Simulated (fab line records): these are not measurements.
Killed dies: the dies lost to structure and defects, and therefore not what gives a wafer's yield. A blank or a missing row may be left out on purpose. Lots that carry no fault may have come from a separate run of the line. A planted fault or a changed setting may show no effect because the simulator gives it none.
8D (eight disciplines) problem report, filled in by code | flow sfqLine | the parts of the form that need people (team, actions taken, sign-off) are left out

## 1. THE PROBLEM
At SFQ_TRILAYER_M3_BARC_OPEN_METAL_ETCH_100, runLengthS averages 65.7 s over 6 wafers from 2 lots, while fault-free wafers read 69.6 s, standard deviation 0.34. That puts it -12 standard deviations away from the usual mean.
The step: etches BARC in O2, target depth 125 nm, time 41.7 s.
First seen on wafer L842.3, day 39 04:48, on rieMetal-04. The record holds 42 wafers of 14 lots with a number at this step. Rule for "out" (also "out of limits"): further than 4 standard deviations from the usual mean. The other wafers with a number count as sound.

## 2. WHAT IT IS AND WHAT IT IS NOT
question                    | is                       | is not
which readings at this step | runLengthS, oesProductAu | drypumpMotorCurrentA
which lots                  | L842, L845               | L826, L827, L829, L830, L831, L835, L836, L837, L846, L847, L848, L849
which wafers of those lots  | all that have a number   | -
read on which tools         | rieMetal-04              | rieMetal-01, rieMetal-03
when                        | from day 39 04:48        | up to then (24 sound wafers); but 12 sound wafers of L846, L847, L848, L849 came after

## 3. THE SUSPECTS, EACH WITH WHAT RULES IT OUT
Counting: any tool at a process step up to the reading is kept as a suspect provided that every lot that is out went through it and no sound lot did after the first of them.
- rieMetal-04 at SFQ_TRILAYER_M3_BARC_OPEN_METAL_ETCH_100 (etches BARC in O2, target depth 125 nm, time 41.7 s): kept. All lots that are out passed through it, beginning with L842 at day 39 04:48, and no sound lot followed; its final sound lot before that point was L837 at day 37 22:47. Its own oesProductAu, runLengthS readings are out on those wafers.
Left after counting: rieMetal-04 at SFQ_TRILAYER_M3_BARC_OPEN_METAL_ETCH_100.

## 4. THE CAUSE (what the simulator had put in)
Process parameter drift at SFQ_TRILAYER_M3_BARC_OPEN_METAL_ETCH_100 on rieMetal-04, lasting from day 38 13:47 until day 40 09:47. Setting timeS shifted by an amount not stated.
Only this tool survived the counting.

## 5. SEQUENCE OF EFFECTS, ordered by route
One row per reading whose mean, taken over the struck wafers that have a number, lies over 3 standard deviations from the usual. Scope: only readings with a usual standard deviation given in the record; hours: median across lots of the time from each lot's start at the first step in this table that gives one to its start at this step; sigmas: change in usual standard deviations.
hours | step                                     | reading      | usual      | on struck wafers | change | sigmas
0     | SFQ_TRILAYER_M3_BARC_OPEN_METAL_ETCH_100 | oesProductAu | 0.686 a.u. | 0.740            | +0.054 | +11
0     | SFQ_TRILAYER_M3_BARC_OPEN_METAL_ETCH_100 | runLengthS   | 69.6 s     | 65.7             | -3.9   | -12
Process steps it contains:
- SFQ_TRILAYER_M3_BARC_OPEN_METAL_ETCH_100: etches BARC in O2, target depth 125 nm, time 41.7 s.

## 6. HOW IT WOULD HAVE BEEN CAUGHT EARLIER
The fault began at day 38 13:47; the first out-of-limits reading in this record came at day 39 04:48, 15 hours later.
